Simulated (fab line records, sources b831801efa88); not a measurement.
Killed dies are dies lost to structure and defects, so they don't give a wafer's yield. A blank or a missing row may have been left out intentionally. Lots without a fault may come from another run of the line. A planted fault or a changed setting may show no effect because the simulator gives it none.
8D (eight disciplines) problem report, filled in by code -- flow sky130 -- the parts of the form that need people (team, actions taken, sign-off) are left out

== 1. PROBLEM STATEMENT ==
A mean of 16.842 s is read at SKY_LI_CONTACT_CMP_24 for overpolish run s, taken on 1 wafer of 1 lot, against 20.000 s (standard deviation 0.0099) on wafers free of any fault. That is -99 or more standard deviations from the usual mean.
The step: polishes, stops on PSG, t overpolish 20 s, target thk 0 nm.
Seen first at day 33 08:17 on cmp-01, wafer L992.5. At this step, 36 wafers from 12 lots have a number in the record. Rule for "out", or "out of limits": more than 4 standard deviations from the usual mean. All remaining wafers that have a number are taken as sound.

== 2. WHAT IT IS; WHAT IT IS NOT ==
question,is,is not
which readings at this step,overpolish run s,"motor current A, platen rpm, slurry filter dp kPa, time to endpoint s"
which lots,L992,"L101, L102, L980, L981, L983, L984, L986, L995, L996, L997, L999"
which wafers of those lots,L992.5,"L992.4, L992.6"
read on which tools,cmp-01,cmp-02
when,from day 33 08:17,"up to then (17 sound wafers); but 18 sound wafers of L101, L102, L995, L996, L997, L999 came after"

== 3. SUSPECTS, AND WHAT RULES EACH OUT ==
Counting: if a tool at a process step up to the reading ran every lot that is out, it stays a suspect. Sound lots after the first of them don't rule it out here, since some wafers of a struck lot are sound.
- plasma asher-01 at SKY_LI_CONTACT_STRIP_16 (strips in O2/N2): kept. L992, the lot that is out, went through it at day 33 07:26; up to then, the latest sound lot through it was L986 at day 31 05:05.
- pvd sputter-04 at SKY_LI_CONTACT_SPUTTER_20 (material TiN, target thk 20 nm, time 80 s): kept. It ran the lot that is out, L992 (day 33 07:46).
- cmp-01 at SKY_LI_CONTACT_CMP_24 (polishes, stops on PSG, t overpolish 20 s, target thk 0 nm): kept. L992, the lot that is out, went through it at day 33 08:17; up to then, the latest sound lot through it was L984 at day 30 13:39. Out on those wafers are its own readings of overpolish run s.
- Within plasma asher-01 at SKY_LI_CONTACT_STRIP_16, the wafers that are out were processed in chamber 0 and their sound lot-mates in chamber 1.
- At SKY_LI_CONTACT_CMP_24, inside cmp-01: chamber 2 took the wafers that are out, while their sound lot-mates went through chambers 1, 3.
Still standing after the count: plasma asher-01 at SKY_LI_CONTACT_STRIP_16, pvd sputter-04 at SKY_LI_CONTACT_SPUTTER_20, cmp-01 at SKY_LI_CONTACT_CMP_24.

== 4. THE CAUSE (what the simulator had put in) ==
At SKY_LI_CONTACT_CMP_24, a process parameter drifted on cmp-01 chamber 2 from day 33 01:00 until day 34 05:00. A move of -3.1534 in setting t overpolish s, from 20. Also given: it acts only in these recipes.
Of the 3 suspects that counting leaves, this tool is one.

== 5. SEQUENCE OF EFFECTS, ordered by route ==
Each row: a reading whose mean over the struck wafers that have a number lies more than 3 standard deviations from the usual. Scope: only readings with a usual standard deviation given in the record; hours: median across lots of the time from each lot's start at the first step in this table that gives one to its start at this step; sigmas: change in usual standard deviations.
hours,step,reading,usual,on struck wafers,change,sigmas
0,SKY_LI_CONTACT_CMP_24,overpolish run s,20.000 s,16.842,-3.158,-99 or more
Here are the process steps it includes:
- SKY_LI_CONTACT_CMP_24: polishes, stops on PSG, t overpolish 20 s, target thk 0 nm.

== 6. WHAT WOULD HAVE CAUGHT IT SOONER ==
First out-of-limits reading in this record: day 33 08:17, which is 7 hours after fault onset at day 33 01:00.
